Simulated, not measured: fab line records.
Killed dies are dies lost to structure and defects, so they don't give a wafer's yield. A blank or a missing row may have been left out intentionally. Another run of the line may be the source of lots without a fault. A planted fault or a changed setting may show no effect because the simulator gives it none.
One fault through the eyes of 2 desks | flow gf180mcu | what lay behind the numbers comes last; until then each desk has only its own

== DESK OF THE TOOL OWNER: ilineStepper-01 ==
The tool's own readings at GF_PSD_EXPOSE_04 (exposes mask Pplus, target cd 400 nm): means of the sampled wafers that have a number, for each lot that ran on this tool. Marked OUT: a lot whose mean sits more than 4 standard deviations from the usual mean, which makes it out of limits; the brackets give that distance.
Columns: A = focusOffsetNm at GF_PSD_EXPOSE_04, usual 0.0 nm
lot  | first seen here | A
L891 | day 15 12:50    | -0.1
L894 | day 16 10:47    | 0.6
L897 | day 17 20:10    | 0.5
L899 | day 18 09:52    | -0.6
L900 | day 18 23:31    | 0.2
L901 | day 19 00:33    | 0.1
This desk found nothing out of limits on any of the 6 lots.

== METROLOGY DESK ==
Lot by lot, what the gauges showed, no matter which tool ran the lot: averages of those sampled wafers that carry a number. Marked OUT: a lot whose mean sits more than 4 standard deviations from the usual mean, which makes it out of limits; the brackets give that distance.
Columns: A = PSD_OVL at GF_PSD_OVL_MEAS_08, usual -0.2 nm; B = NSD_RS at GF_PSD_RS_MEAS_14, usual 46.11 ohm/sq; C = CONTACT_CVD_02_THK at GF_CONTACT_THK_MEAS_03, usual 860 nm; D = CONTACT_OVL at GF_CONTACT_OVL_MEAS_15, usual -2 nm
lot  | first seen here | A                        | B     | C   | D
L886 | day 14 03:32    | -0.5                     | 46.16 | 851 | 0
L891 | day 15 23:45    | 0.1                      | 46.05 | 855 | 3
L890 | day 16 00:42    | -1.3                     | 46.10 | 856 | 7
L892 | day 16 14:43    | 0.6                      | 46.24 | 854 | -2
L893 | day 16 18:47    | 1.8                      | 46.11 | 854 | 2
L894 | day 16 21:54    | -1.3                     | 46.07 | 857 | -7
L897 | day 18 07:39    | -0.1                     | 46.10 | 864 | -9
L898 | day 18 10:11    | -2.6                     | 46.24 | 872 | -4
L899 | day 18 22:08    | -0.2                     | 46.05 | 871 | 1
L900 | day 19 10:59    | -139.6 (-99 or more) OUT | -     | -   | -
L901 | day 19 11:56    | -141.9 (-99 or more) OUT | -     | -   | -
L905 | day 20 21:49    | -0.4                     | 46.18 | 867 | -2
L908 | day 22 02:35    | 0.6                      | 46.18 | 865 | 5
L909 | day 22 08:08    | 0.7                      | 46.14 | 861 | -3
This desk finds L900, L901 out of limits, with the earliest case on L900 at day 19 10:59 (PSD_OVL at GF_PSD_OVL_MEAS_08). L886, L891, L890, L892, L893, L894, L897, L898, L899, L905, L908, L909 stayed within limits.

== TAKEN TOGETHER ==
The metrology desk could have raised an alarm at day 19 10:59, on L900, L901.
The tool owner's desk saw nothing out of limits.
Tool owner's desk: L900, L901 on record, inside its limits.
Of the lots named, all ran GF_PSD_EXPOSE_04 on ilineStepper-01.

== WHAT HAD BEEN PUT IN BY THE SIMULATOR ==
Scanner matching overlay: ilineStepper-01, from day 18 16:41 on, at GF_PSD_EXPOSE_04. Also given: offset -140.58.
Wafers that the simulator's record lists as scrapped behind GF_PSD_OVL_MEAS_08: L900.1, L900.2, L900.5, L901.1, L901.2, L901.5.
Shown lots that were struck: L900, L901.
Per desk, hours elapsed from the start of the fault to the first reading out of limits: for the metrology desk, 18.
